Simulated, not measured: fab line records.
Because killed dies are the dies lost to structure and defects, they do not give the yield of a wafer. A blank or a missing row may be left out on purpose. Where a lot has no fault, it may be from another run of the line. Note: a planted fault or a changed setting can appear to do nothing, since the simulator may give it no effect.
A lot that was struck, set against a sound lot ; flow sky130 ; 14 out of 708 route steps
Sound: wafers L299.2, L299.4, L299.6. Wafers L307.1, L307.3, L307.5 were the ones struck. The cause is named last.
Order at every step that has rows: each side's tool, ch and its chambers, its first start. Under that, the readings that differ: sound wafers ; struck wafers ; difference of the means ; sigmas: that difference in standard deviations of wafers without a fault.
alike: words and numbers the same on both sides, and readings whose means are apart by under 2 such deviations; not compared: readings that were withheld, readings missing a value for some wafer, numbers with overlapping values and no deviation given by the record, and bounds like >300 which may hide the same value.
The two part at a step that has a row with sigmas, a row that says differs or no value, or rows on one side only. Non-overlapping numbers with no deviation appear without sigmas and do not part them. Lack of a reading on every wafer of one side parts them only where that side has two or more wafers.

SKY_VIA1_CD_MEAS_12: the cd target is 150 nm.
  sound on cdSem-02, day 37 21:25; struck on cdSem-02, day 39 23:18
  alike: cdNm
SKY_VIA1_OVL_MEAS_13:
  sound on overlay-02, day 37 21:32; struck on overlay-02, day 39 23:25
  alike: VIA1_OVL
SKY_VIA1_ETCH_14: etches BARC in N2/H2, stops on SiO2, time 45.9 s, target depth 60 nm.
  sound on rieDiel-01 ch 0,1,2, day 37 21:34; struck on rieDiel-04 ch 1,3, day 39 23:28
  alike: biasW, drypumpMotorCurrentA, oesProductAu, throttleValvePct
  not compared: rfHoursCounterH
SKY_VIA1_ETCH_15: etches SiO2 in C4F8/O2/Ar, stops on TiN, target depth 351 nm, time 54 s.
  sound on rieDiel-01 ch 0,1,2, day 37 21:36; struck on rieDiel-04 ch 1,3, day 39 23:30
  alike: biasW, oesProductAu
  not compared: rfHoursCounterH
SKY_VIA1_STRIP_16: strips in O2/N2.
  sound on plasmaAsher-02 ch 0,1, day 37 21:39; struck on plasmaAsher-03 ch 0,1, day 39 23:33
  alike: drypumpMotorCurrentA, oesProductAu, stripTimeToEndpointS
  not compared: rfHoursCounterH
then, 3 steps without rows for these wafers: SKY_VIA1_STRIP_17 (strips in post etch residue remover, time 1200 s); SKY_VIA1_CLEAN_18 (cleans in IPA, time 180 s); SKY_VIA1_CLEAN_19 (cleans in O3/DIW).
SKY_VIA1_SPUTTER_20: material TiN, target thk 20 nm, time 80 s.
  sound on pvdSputter-03, day 37 22:15; struck on pvdSputter-03, day 40 00:11
  alike: throttleValvePct
SKY_VIA1_CVD_21: deposits W, target thk 270 nm, time 80.902 s.
  sound on cvdW-02 ch 1, day 37 22:19; struck on cvdW-02 ch 0,1, day 40 00:15
  alike: heaterPowerOuterW, heaterPowerW
SKY_VIA1_RS_MEAS_22: the measuring method here is four-point-probe.
  sound on filmMetro-02, day 37 22:25; struck on filmMetro-02, day 40 00:20
  alike: VIA1_W_RS
SKY_VIA1_THK_MEAS_23: measures by xrf.
  sound on filmMetro-02, day 37 22:32; struck on filmMetro-02, day 40 00:28
  alike: VIA1_W_THK
SKY_VIA1_CMP_24: polishes, stops on SiO2, t overpolish 15 s, target thk 0 nm.
  sound on cmp-01 ch 0,1,2, day 37 22:38; struck on cmp-01 ch 1,2, day 40 00:34
  no value came back on the struck wafers for any of 5 readings (edgeZonePressureFrac, headPressurePsi (psi) and others); on the sound wafers edgeZonePressureFrac reads 1.000 1.012 0.997
reading;sound;struck;difference;sigmas
model.W_of_VIA1_CVD_21.thkNm (nm);0 0 0;274.6 273.2 274.4;+274.1;
model.SiO2_of_VIA1_HDPCVD_00.thkNm (nm);341 341.6 341;343.4 342.3 343.7;+1.9;
-- the record jumps here: 10 days lie between the struck wafers' starts before and after (it left off in module VIA1 and takes up again in module PAD_OPEN, whose first step shown is number 708 of the route) --
SKY_PAD_OPEN_PROBE_99:
  sound on prober-02, day 48 18:37; struck on prober-01, day 50 07:01
reading;sound;struck;difference;sigmas
defectLimitedYield (%);81.5 81.1 82.1;0 0 0;-82;-41
killed_at_M0_to_M3;40 45 31;439 452 460;+412;+53
killedAtFrontEnd;17 24 17;16 8 5;-10;-2
killedDies;91 93 88;492 492 492;+401;+41
killedOnRim;17 22 20;96 96 96;+76;+21
sort_bin_3_pad_short (%);1.0 0.6 0.6;83.7 83.1 85.6;+83.4;+99 or more
sortNPass;401 399 404;0 0 0;-401;-41
sortYieldPct (%);81.5 81.1 82.1;0 0 0;-82;-41
  alike: killed_at_M4_up, killedAtContacts, killedAtOther, killedOpen, killedShort, sort_bin_5_function, sort_bin_6_memory

== WHERE THEY PART ==
Last at SKY_PAD_OPEN_PROBE_99 as far as this record goes, first at SKY_VIA1_CMP_24.

WHY: the cause the simulator had injected
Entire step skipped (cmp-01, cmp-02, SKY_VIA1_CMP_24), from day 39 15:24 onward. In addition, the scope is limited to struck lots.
